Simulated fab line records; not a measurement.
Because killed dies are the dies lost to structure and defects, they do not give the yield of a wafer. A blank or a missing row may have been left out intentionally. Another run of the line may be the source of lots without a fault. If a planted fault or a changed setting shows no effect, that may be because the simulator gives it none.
fab line records	flow sky130	part 1 of 2: steps 1 to 28 of 35
[record] lots = 5	wafers = 15	last-day = 49
route steps=708 shown CONTACT@423 METAL1@434
lots untouched by any fault: they come from a run of this same line in which no faults occurred
start-h: hours from the record's first day to the start of the lot's first wafer shown	wait-h: hours since the lot's step before	" as in the row above	L1.1+2: several wafers, shown together as one row	- either no value or no given start	* or withheld: withheld	< > ~ a bound
route shown NAME@n: NAME is a module with steps in the file, n the number in the route of the first one	usual: mean and standard deviation over wafers with no fault	same: alike in all rows	chamber/n: place in a boat	sites: per-site readings	_std_site: their standard deviation	_edge_site: outer sites' mean less inner sites'	radius-mm: how far each site lies from the wafer's centre	mask NAME#n: copy n	behind: the tool/chamber that last shaped the wafer	hold: cause of the lot's hold/its duration in hours/its outcome	device: whichever transistor did not switch (one of n, p or np)	end of line: tests of these same wafers at the route's end	where a step has no rows: the recipe by itself	killed: the dies lost at the first sort to structure and to defects; this is not the yield of the wafer	map: shows each die of a wafer: x if killed, . if not, _ if none is there
set.NAME: the setting the step ran with; set.NAME@STEP: the setting that earlier step ran with	model.NAME: the simulator's own value behind a step, which no gauge read
lots seen at some steps along the route; tables by step, rows by wafer
services: a tool's chamber out of use, with start hour (start-h, from the record's first day; less than 0 if before it), hours out, and reason
[[steps]]
[step SKY_CONTACT_ETCH_17]
[recipe] target = SiO2	chemistry = C4F8/O2/Ar	stop-on = Si3N4	mask-material = KrF-thick	source-w = 1500	bias-w = 1200	pressure-mtorr = 40	c4f8-flow-sccm = withheld	O2_flow_sccm = 6	Ar_flow_sccm = 300	time-s = withheld	target-depth-a = 3400
[usual] bias-w = 1200/3.4	oes-product-au = 0.897/0.0051
lot.wafer	tool	chamber	start-h	wait-h	bias-w	oes-product-au
L075.2	rie-diel-02	3	743.48	0.0	1205	0.895
L075.4	"	2	"	"	1204	0.901
L075.5	"	2	"	"	1201	0.902
L087.2	rie-diel-03	0	857.63	0.0	1198	0.899
L087.3	"	3	"	"	1199	0.897
L087.5	"	1	"	"	1202	0.899
L086.2	rie-diel-04	1	858.55	0.0	1201	0.903
L086.3	"	0	"	"	1201	0.897
L086.5	"	2	"	"	1196	0.904
L090.1	rie-diel-02	1	863.78	0.0	1197	0.893
L090.2	"	3	"	"	1197	0.900
L090.6	"	0	"	"	1199	0.898
L092.1	rie-diel-03	0	868.98	0.0	1205	0.896
L092.2	"	3	"	"	1196	0.895
L092.5	"	1	"	"	1202	0.898
[step SKY_CONTACT_ETCH_18]
[recipe] target = Si3N4	chemistry = CHF3/O2	stop-on = TiN	source-w = 600	bias-w = 200	pressure-mtorr = 40	chf3-flow-sccm = 50	O2_flow_sccm = 5	time-s = 39	target-depth-a = 750
[usual] bias-w = 200.0/0.6	drypump-motor-current-A = 5.6/0.45	oes-product-au = 0.853/0.0075	throttle-valve-pct = 8.794/0.0098
lot.wafer	tool	chamber	start-h	wait-h	bias-w	drypump-motor-current-A	oes-product-au	rf-hours-counter-h	throttle-valve-pct
L075.2	rie-diel-02	3	-	-	199.7	5.5	0.855	8	8.799
L075.4	"	2	"	"	200.1	4.7	0.854	4	8.804
L075.5	"	2	"	"	200.3	4.7	0.854	-	8.787
L087.2	rie-diel-03	0	-	-	200.4	5.5	0.851	0	8.815
L087.3	"	3	"	"	199.9	6.2	0.866	15	8.781
L087.5	"	1	"	"	199.5	5.8	0.869	-	8.790
L086.2	rie-diel-04	1	-	-	200.4	5.7	0.843	12	8.776
L086.3	"	0	"	"	199.6	6.3	0.858	9	8.805
L086.5	"	2	"	"	201.0	5.9	0.858	-	8.802
L090.1	rie-diel-02	1	-	-	199.9	4.9	0.852	17	8.809
L090.2	"	3	"	"	199.2	5.5	0.863	12	8.805
L090.6	"	0	"	"	200.0	4.8	0.866	-	8.803
L092.1	rie-diel-03	0	-	-	201.0	5.5	0.859	1	8.810
L092.2	"	3	"	"	200.7	6.2	0.855	15	8.782
L092.5	"	1	"	"	199.8	5.8	0.859	-	8.795
[step SKY_CONTACT_STRIP_19]
[recipe] chemistry = O2/N2	power-w = 1400	pressure-mtorr = 1500	platen-temp-c = withheld	o2-flow-sccm = 3000	n2-flow-sccm = 300	overash-fraction = 0.5
[usual] drypump-motor-current-A = 5.4/0.34	n2-flow-sccm = 300.2/0.83	oes-product-au = 0.380/0.005	strip-time-to-endpoint-s = 3.609/0.026
lot.wafer	tool	chamber	start-h	wait-h	drypump-motor-current-A	n2-flow-sccm	oes-product-au	rf-hours-counter-h	strip-time-to-endpoint-s
L075.2	plasma-asher-03	1	743.57	-	5.9	300.8	0.378	62	3.581
L075.4	"	1	"	"	5.9	299.0	0.382	-	3.643
L075.5	"	1	"	"	5.9	300.1	0.382	-	3.636
L087.2	plasma-asher-02	1	857.72	-	5.4	299.2	0.377	42	3.643
L087.3	"	1	"	"	5.4	299.3	0.380	-	3.604
L087.5	"	1	"	"	5.4	299.1	0.380	-	3.615
L086.2	plasma-asher-01	0	858.64	-	5.7	300.4	0.379	12	3.606
L086.3	"	1	"	"	5.0	298.3	0.385	-	3.626
L086.5	"	0	"	"	5.8	300.8	0.377	-	3.655
L090.1	plasma-asher-02	1	863.87	-	5.4	300.9	0.384	42	3.616
L090.2	"	0	"	"	5.1	299.3	0.383	42	3.617
L090.6	"	0	"	"	5.1	299.3	0.377	-	3.623
L092.1	plasma-asher-03	0	869.07	-	5.3	301.2	0.380	76	3.613
L092.2	"	1	"	"	5.9	299.3	0.379	76	3.591
L092.5	"	0	"	"	5.3	300.6	0.387	-	3.602
[step SKY_CONTACT_STRIP_20]
[recipe] chemistry = post-etch-residue-remover	time-s = 1200	temp-c = 72.5
[usual] bath-heat-duty-pct = 15.1/1.7
lot.wafer	tool	chamber	start-h	wait-h	bath-heat-duty-pct
L075.2	wet-bench-01	1	743.67	0.1	15.9
L075.4	"	1	"	"	15.5
L075.5	"	1	"	"	14.4
L087.2	wet-bench-02	2	857.82	0.1	16.0
L087.3	"	2	"	"	15.3
L087.5	"	2	"	"	16.5
L086.2	wet-bench-04	1	858.74	0.1	18.8
L086.3	"	1	"	"	17.2
L086.5	"	1	"	"	19.0
L090.1	wet-bench-02	0	863.97	0.1	15.3
L090.2	"	0	"	"	14.6
L090.6	"	0	"	"	13.6
L092.1	wet-bench-02	0	869.17	0.1	15.0
L092.2	"	0	"	"	16.0
L092.5	"	0	"	"	15.0
[step SKY_CONTACT_CLEAN_21]
[recipe] chemistry = IPA	time-s = 180	temp-c = 25
[usual] bath-heat-duty-pct = 6.5/0.76
lot.wafer	tool	chamber	start-h	wait-h	bath-heat-duty-pct
L075.2	wet-bench-02	0	744.01	0.0	6.8
L075.4	"	0	"	"	6.7
L075.5	"	0	"	"	5.7
L087.2	wet-bench-04	1	858.16	0.0	8.1
L087.3	"	1	"	"	8.5
L087.5	"	1	"	"	8.2
L086.2	wet-bench-02	2	859.08	0.0	7.2
L086.3	"	2	"	"	6.5
L086.5	"	2	"	"	5.9
L090.1	wet-bench-01	1	864.35	0.0	6.9
L090.2	"	1	"	"	6.6
L090.6	"	1	"	"	6.6
L092.1	wet-bench-01	1	869.54	0.0	6.3
L092.2	"	1	"	"	6.6
L092.5	"	1	"	"	6.3
[step SKY_CONTACT_CLEAN_22]
[recipe] chemistry = O3/DIW	dry = n2-spin
lot.wafer	tool	chamber	start-h	wait-h
L075.2+4+5	wet-bench-04	0	744.07	0.0
L087.2+3+5	wet-bench-02	3	858.22	0.0
L086.2+3+5	wet-bench-04	2	859.14	0.0
L090.1+2+6	wet-bench-04	2	864.41	0.0
L092.1+2+5	wet-bench-04	3	869.60	0.0
[step SKY_CONTACT_SPUTTER_23]
[recipe] material = TiN	target-thk-nm = 20	chamber-pressure-pa = 5	power-w = 4000	time-s = 80
[usual] throttle-valve-pct = 29.5/1.2
lot.wafer	tool	chamber	start-h	wait-h	throttle-valve-pct
L075.2	pvd-sputter-04	-	744.16	0.0	29.6
L075.4	"	-	"	"	30.2
L075.5	"	-	"	"	29.7
L087.2	pvd-sputter-01	-	858.31	0.0	31.3
L087.3	"	-	"	"	28.3
L087.5	"	-	"	"	30.0
L086.2	pvd-sputter-03	-	859.23	0.0	28.8
L086.3	"	-	"	"	27.8
L086.5	"	-	"	"	28.9
L090.1	pvd-sputter-03	-	864.51	0.0	31.3
L090.2	"	-	"	"	27.6
L090.6	"	-	"	"	31.3
L092.1	pvd-sputter-04	-	869.70	0.0	29.7
L092.2	"	-	"	"	29.1
L092.5	"	-	"	"	30.3
[step SKY_CONTACT_CVD_24]
[recipe] material = W	target-thk-nm = 340	time-s = 102.12	temp-c = 400	pressure-torr = 40
[usual] heater-power-w = 909/69
lot.wafer	tool	chamber	start-h	wait-h	heater-power-w
L075.2	cvd-w-01	1	744.22	0.0	948
L075.4	"	1	"	"	968
L075.5	"	0	"	"	794
L087.2	cvd-w-01	1	858.37	0.0	970
L087.3	"	1	"	"	962
L087.5	"	0	"	"	824
L086.2	cvd-w-02	1	859.29	0.0	950
L086.3	"	1	"	"	979
L086.5	"	0	"	"	902
L090.1	cvd-w-02	0	864.57	0.0	881
L090.2	"	1	"	"	980
L090.6	"	1	"	"	962
L092.1	cvd-w-02	0	869.76	0.0	921
L092.2	"	1	"	"	972
L092.5	"	0	"	"	918
[step SKY_CONTACT_RS_MEAS_25]
[recipe] thk-meas-gauge = four-point-probe	reads = W_of_CONTACT_CVD_24+TiN_of_CONTACT_SPUTTER_23
[usual] CONTACT_W_RS = 0.340/0.0041
lot.wafer	tool	chamber	start-h	wait-h	CONTACT_W_RS[ohm/sq]
L075.2	film-metro-03	-	744.35	0.1	0.339
L075.4	"	-	"	"	0.339
L075.5	"	-	"	"	0.341
L087.2	film-metro-04	-	858.50	0.1	0.342
L087.3	"	-	"	"	0.344
L087.5	"	-	"	"	0.346
L086.2	film-metro-03	-	859.42	0.1	0.332
L086.3	"	-	"	"	0.335
L086.5	"	-	"	"	0.336
L090.1	film-metro-02	-	864.68	0.1	0.336
L090.2	"	-	"	"	0.332
L090.6	"	-	"	"	0.335
L092.1	film-metro-02	-	869.87	0.1	0.338
L092.2	"	-	"	"	0.331
L092.5	"	-	"	"	0.338
[step SKY_CONTACT_THK_MEAS_26]
[recipe] thk-meas-gauge = xrf	reads = W_of_CONTACT_CVD_24
[usual] CONTACT_W_THK = 339/5.8
lot.wafer	tool	chamber	start-h	wait-h	CONTACT_W_THK[nm]
L075.2	film-metro-03	-	744.46	0.1	341
L075.4	"	-	"	"	339
L075.5	"	-	"	"	339
L087.2	film-metro-04	-	858.61	0.1	330
L087.3	"	-	"	"	330
L087.5	"	-	"	"	328
L086.2	film-metro-03	-	859.53	0.1	344
L086.3	"	-	"	"	344
L086.5	"	-	"	"	343
L090.1	film-metro-02	-	864.80	0.1	345
L090.2	"	-	"	"	350
L090.6	"	-	"	"	346
L092.1	film-metro-02	-	869.99	0.1	342
L092.2	"	-	"	"	351
L092.5	"	-	"	"	346
[step SKY_CONTACT_CMP_27]
[recipe] stop-on = SiO2	t-overpolish-s = 15	down-force-psi = 3.5	platen-rpm = 60	target-thk-nm = 0	pad-velocity-m-s = 0.94248
[usual] motor-current-A = 11.7/2	overpolish-run-s = 15.000/0.0081	time-to-endpoint-s = 82/3.1
lot.wafer	tool	chamber	start-h	wait-h	motor-current-A	overpolish-run-s	time-to-endpoint-s
L075.2	cmp-01	2	744.63	0.2	14.7	15.002	87
L075.4	"	3	"	"	12.0	14.997	84
L075.5	"	0	"	"	10.0	14.985	84
L087.2	cmp-01	1	858.76	0.1	9.4	14.989	76
L087.3	"	2	"	"	14.6	15.014	82
L087.5	"	3	"	"	11.4	15.023	80
L086.2	cmp-02	1	859.68	0.1	10.1	14.981	92
L086.3	"	2	"	"	13.7	15.003	85
L086.5	"	0	"	"	12.3	15.007	87
L090.1	cmp-02	2	864.86	0.1	14.8	14.996	83
L090.2	"	1	"	"	9.9	15.015	85
L090.6	"	2	"	"	14.2	14.998	84
L092.1	cmp-01	0	870.10	0.1	9.9	14.987	77
L092.2	"	1	"	"	9.6	15.006	78
L092.5	"	0	"	"	9.8	15.006	80
[step SKY_METAL1_SPUTTER_00]
[recipe] material = Ti	target-thk-nm = 15	power-w = 3000	time-s = 10	chamber-pressure-pa = 0.4
[usual] throttle-valve-pct = 29.6/1.3
lot.wafer	tool	chamber	start-h	wait-h	throttle-valve-pct
L075.2	pvd-sputter-01	-	744.83	0.1	28.1
L075.4	"	-	"	"	30.4
L075.5	"	-	"	"	30.2
L087.2	pvd-sputter-01	-	858.96	0.1	30.1
L087.3	"	-	"	"	31.3
L087.5	"	-	"	"	28.1
L086.2	pvd-sputter-01	-	859.88	0.1	28.4
L086.3	"	-	"	"	30.2
L086.5	"	-	"	"	31.5
L090.1	pvd-sputter-03	-	865.16	0.2	28.8
L090.2	"	-	"	"	27.6
L090.6	"	-	"	"	27.7
L092.1	pvd-sputter-03	-	870.35	0.2	27.6
L092.2	"	-	"	"	29.0
L092.5	"	-	"	"	31.0
[step SKY_METAL1_SPUTTER_01]
[recipe] material = TiN	target-thk-nm = 20	power-w = 6500	time-s = 16.7	chamber-pressure-pa = 0.4
[usual] throttle-valve-pct = 29.6/1.3
lot.wafer	tool	chamber	start-h	wait-h	throttle-valve-pct
L075.2	pvd-sputter-01	-	744.86	0.0	28.2
L075.4	"	-	"	"	30.3
L075.5	"	-	"	"	30.1
L087.2	pvd-sputter-01	-	858.98	0.0	30.1
L087.3	"	-	"	"	31.2
L087.5	"	-	"	"	28.4
L086.2	pvd-sputter-01	-	859.90	0.0	28.5
L086.3	"	-	"	"	30.1
L086.5	"	-	"	"	31.3
L090.1	pvd-sputter-03	-	865.18	0.0	29.0
L090.2	"	-	"	"	27.6
L090.6	"	-	"	"	27.8
L092.1	pvd-sputter-03	-	870.37	0.0	27.4
L092.2	"	-	"	"	28.8
L092.5	"	-	"	"	31.2
[step SKY_METAL1_SPUTTER_02]
[recipe] material = AlCu	target-thk-nm = 250	power-w = 10220	time-s = 13.3	chamber-pressure-pa = 0.4
[usual] throttle-valve-pct = 29.6/1.3
lot.wafer	tool	chamber	start-h	wait-h	throttle-valve-pct
L075.2	pvd-sputter-01	-	744.88	0.0	28.3
L075.4	"	-	"	"	30.4
L075.5	"	-	"	"	30.3
L087.2	pvd-sputter-01	-	859.01	0.0	30.2
L087.3	"	-	"	"	31.4
L087.5	"	-	"	"	28.1
L086.2	pvd-sputter-01	-	859.93	0.0	28.3
L086.3	"	-	"	"	30.2
L086.5	"	-	"	"	31.3
L090.1	pvd-sputter-03	-	865.21	0.0	28.7
L090.2	"	-	"	"	27.8
L090.6	"	-	"	"	27.8
L092.1	pvd-sputter-03	-	870.39	0.0	27.4
L092.2	"	-	"	"	28.8
L092.5	"	-	"	"	31.0
[step SKY_METAL1_SPUTTER_03]
[recipe] material = Ti	target-thk-nm = 5	power-w = 3000	time-s = 3.3	chamber-pressure-pa = 0.4
[usual] throttle-valve-pct = 29.6/1.3
lot.wafer	tool	chamber	start-h	wait-h	throttle-valve-pct
L075.2	pvd-sputter-01	-	744.91	0.0	28.3
L075.4	"	-	"	"	30.3
L075.5	"	-	"	"	30.4
L087.2	pvd-sputter-01	-	859.03	0.0	30.3
L087.3	"	-	"	"	31.2
L087.5	"	-	"	"	28.4
L086.2	pvd-sputter-01	-	859.95	0.0	28.3
L086.3	"	-	"	"	29.9
L086.5	"	-	"	"	31.2
L090.1	pvd-sputter-03	-	865.23	0.0	28.8
L090.2	"	-	"	"	27.9
L090.6	"	-	"	"	27.8
L092.1	pvd-sputter-03	-	870.42	0.0	27.8
L092.2	"	-	"	"	28.8
L092.5	"	-	"	"	31.2
[step SKY_METAL1_SPUTTER_04]
[recipe] material = TiN	target-thk-nm = 70	power-w = 6500	time-s = 58.3	chamber-pressure-pa = 0.4
[usual] throttle-valve-pct = 29.6/1.3
lot.wafer	tool	chamber	start-h	wait-h	throttle-valve-pct
L075.2	pvd-sputter-01	-	744.92	0.0	28.3
L075.4	"	-	"	"	30.4
L075.5	"	-	"	"	30.1
L087.2	pvd-sputter-01	-	859.05	0.0	30.5
L087.3	"	-	"	"	31.3
L087.5	"	-	"	"	28.2
L086.2	pvd-sputter-01	-	859.97	0.0	28.6
L086.3	"	-	"	"	30.2
L086.5	"	-	"	"	31.1
L090.1	pvd-sputter-03	-	865.25	0.0	28.8
L090.2	"	-	"	"	27.6
L090.6	"	-	"	"	27.6
L092.1	pvd-sputter-03	-	870.44	0.0	27.7
L092.2	"	-	"	"	29.0
L092.5	"	-	"	"	31.2
[step SKY_METAL1_RS_MEAS_05]
[recipe] thk-meas-gauge = four-point-probe	reads = TiN_of_METAL1_SPUTTER_04+Ti_of_METAL1_SPUTTER_03+AlCu_of_METAL1_SPUTTER_02+TiN_of_METAL1_SPUTTER_01+Ti_of_METAL1_SPUTTER_00
[usual] METAL1_ALCU_RS = 0.1322/0.0015
lot.wafer	tool	chamber	start-h	wait-h	METAL1_ALCU_RS[ohm/sq]
L075.2	film-metro-01	-	744.99	0.0	0.1335
L075.4	"	-	"	"	0.1329
L075.5	"	-	"	"	0.1328
L087.2	film-metro-04	-	859.12	0.0	0.1334
L087.3	"	-	"	"	0.1317
L087.5	"	-	"	"	0.1342
L086.2	film-metro-04	-	860.04	0.0	0.1353
L086.3	"	-	"	"	0.1345
L086.5	"	-	"	"	0.1343
L090.1	film-metro-01	-	865.30	0.0	0.1299
L090.2	"	-	"	"	0.1307
L090.6	"	-	"	"	0.1313
L092.1	film-metro-01	-	870.49	0.0	0.1299
L092.2	"	-	"	"	0.1318
L092.5	"	-	"	"	0.1309
[step SKY_METAL1_THK_MEAS_06]
[recipe] thk-meas-gauge = xrf	reads = AlCu_of_METAL1_SPUTTER_02
[usual] METAL1_ALCU_THK = 236.6/2.9
lot.wafer	tool	chamber	start-h	wait-h	METAL1_ALCU_THK[nm]
L075.2	film-metro-01	-	745.10	0.1	236.8
L075.4	"	-	"	"	236.2
L075.5	"	-	"	"	236.8
L087.2	film-metro-04	-	859.23	0.1	232.5
L087.3	"	-	"	"	235.7
L087.5	"	-	"	"	232.7
L086.2	film-metro-04	-	860.15	0.1	230.2
L086.3	"	-	"	"	231.2
L086.5	"	-	"	"	232.2
L090.1	film-metro-01	-	865.42	0.1	241.7
L090.2	"	-	"	"	240.2
L090.6	"	-	"	"	238.3
L092.1	film-metro-01	-	870.61	0.1	243.8
L092.2	"	-	"	"	237.3
L092.5	"	-	"	"	242.4
[step SKY_METAL1_DEHYDRATE_07]
[recipe] temp-c = 200	time-s = 60
lot.wafer	tool	chamber	start-h	wait-h
L075.2+4+5	litho-track-04	0	758.16	13.0
L087.2+3+5	litho-track-03	0	871.54	12.3
L086.2+3+5	litho-track-04	0	872.11	12.0
L090.1+2+6	litho-track-02	0	877.30	11.9
L092.1+2+5	litho-track-02	0	882.95	12.3
[step SKY_METAL1_HMDS_08]
[recipe] prime-time-s = 60	prime-temp-c = 120
lot.wafer	tool	chamber	start-h	wait-h
L075.2+4+5	litho-track-04	0	758.31	0.1
L087.2+3+5	litho-track-03	0	871.69	0.1
L086.2+3+5	litho-track-04	0	872.26	0.1
L090.1+2+6	litho-track-02	0	877.45	0.1
L092.1+2+5	litho-track-02	0	883.10	0.1
[step SKY_METAL1_COAT_09]
[recipe] resist = BARC	temp-c = withheld	time-s = withheld	spin-rpm = 3000	resist-thk-nm = 60
lot.wafer	tool	chamber	start-h	wait-h
L075.2+4+5	litho-track-04	0	758.46	0.1
L087.2+3+5	litho-track-03	0	871.84	0.1
L086.2+3+5	litho-track-04	0	872.41	0.1
L090.1+2+6	litho-track-02	0	877.60	0.1
L092.1+2+5	litho-track-02	0	883.25	0.1
[step SKY_METAL1_COAT_10]
[recipe] resist = KrF-thick	spin-rpm = 3000	resist-thk-nm = 450
lot.wafer	tool	chamber	start-h	wait-h
L075.2+4+5	litho-track-04	0	-	-
L087.2+3+5	litho-track-03	0	-	-
L086.2+3+5	litho-track-04	0	-	-
L090.1+2+6	litho-track-02	0	-	-
L092.1+2+5	litho-track-02	0	-	-
[step SKY_METAL1_SOFTBAKE_11]
[recipe] temp-c = 100	time-s = 90	resist = KrF-thick
lot.wafer	tool	chamber	start-h	wait-h
L075.2+4+5	litho-track-04	0	-	-
L087.2+3+5	litho-track-03	0	-	-
L086.2+3+5	litho-track-04	0	-	-
L090.1+2+6	litho-track-02	0	-	-
L092.1+2+5	litho-track-02	0	-	-
[step SKY_METAL1_EXPOSE_12]
[recipe] mask-id = MM1	na = 0.8	source-shape = annular	sigma-inner = 0.55	sigma-outer = 0.85	target-cd-nm = 140	dose-mj = 28
[same] na = 0.8
lot.wafer	tool	chamber	start-h	wait-h	mask
L075.2+4+5	krf-scanner-01	0	-	-	MM1#0
L087.2+3+5	krf-scanner-02	0	-	-	MM1#0
L086.2+3+5	krf-scanner-02	0	-	-	MM1#0
L090.1+2+6	krf-scanner-02	0	-	-	MM1#0
L092.1+2+5	krf-scanner-02	0	-	-	MM1#0
[step SKY_METAL1_PEB_13]
[recipe] peb-temp-c = withheld	peb-time-s = withheld	resist = KrF-thick
lot.wafer	tool	chamber	start-h	wait-h
L075.2+4+5	litho-track-04	0	-	-
L087.2+3+5	litho-track-04	0	-	-
L086.2+3+5	litho-track-03	0	-	-
L090.1+2+6	litho-track-02	0	-	-
L092.1+2+5	litho-track-02	0	-	-
[step SKY_METAL1_DEVELOP_14]
[recipe] develop-time-s = 60	resist = KrF-thick	dev-temp-c = 21
[usual] developer-temp-C = 21.02/0.1
[same] develop-time-s = 60
lot.wafer	tool	chamber	start-h	wait-h	developer-temp-C
L075.2	litho-track-04	0	-	-	21.11
L075.4	"	0	"	"	21.01
L075.5	"	0	"	"	21.15
L087.2	litho-track-04	0	-	-	21.11
L087.3	"	0	"	"	21.10
L087.5	"	0	"	"	21.09
L086.2	litho-track-03	0	-	-	21.02
L086.3	"	0	"	"	20.98
L086.5	"	0	"	"	20.94
L090.1	litho-track-02	0	-	-	21.06
L090.2	"	0	"	"	21.03
L090.6	"	0	"	"	20.97
L092.1	litho-track-02	0	-	-	21.02
L092.2	"	0	"	"	21.16
L092.5	"	0	"	"	20.86
[step SKY_METAL1_CD_MEAS_15]
[recipe] target-cd-nm = 140
[usual] cd-nm = 139.7/2
lot.wafer	tool	chamber	start-h	wait-h	cd-nm
L075.2	cd-sem-02	-	772.10	-	143.7
L075.4	"	-	"	"	144.3
L075.5	"	-	"	"	143.1
L087.2	cd-sem-02	-	885.10	-	139.6
L087.3	"	-	"	"	141.0
L087.5	"	-	"	"	139.6
L086.2	cd-sem-02	-	885.93	-	136.4
L086.3	"	-	"	"	135.7
L086.5	"	-	"	"	137.7
L090.1	cd-sem-02	-	891.15	-	135.3
L090.2	"	-	"	"	135.5
L090.6	"	-	"	"	135.7
L092.1	cd-sem-01	-	895.95	-	139.3
L092.2	"	-	"	"	136.4
L092.5	"	-	"	"	138.2
[step SKY_METAL1_OVL_MEAS_16]
[usual] METAL1_OVL = 4/5.4
lot.wafer	tool	chamber	start-h	wait-h	METAL1_OVL[nm]
L075.2	overlay-01	-	772.21	0.1	11
L075.4	"	-	"	"	1
L075.5	"	-	"	"	-1
L087.2	overlay-01	-	885.21	0.1	12
L087.3	"	-	"	"	2
L087.5	"	-	"	"	6
L086.2	overlay-01	-	886.04	0.1	7
L086.3	"	-	"	"	0
L086.5	"	-	"	"	8
L090.1	overlay-01	-	891.27	0.1	9
L090.2	"	-	"	"	10
L090.6	"	-	"	"	14
L092.1	overlay-02	-	896.07	0.1	5
L092.2	"	-	"	"	3
L092.5	"	-	"	"	-4
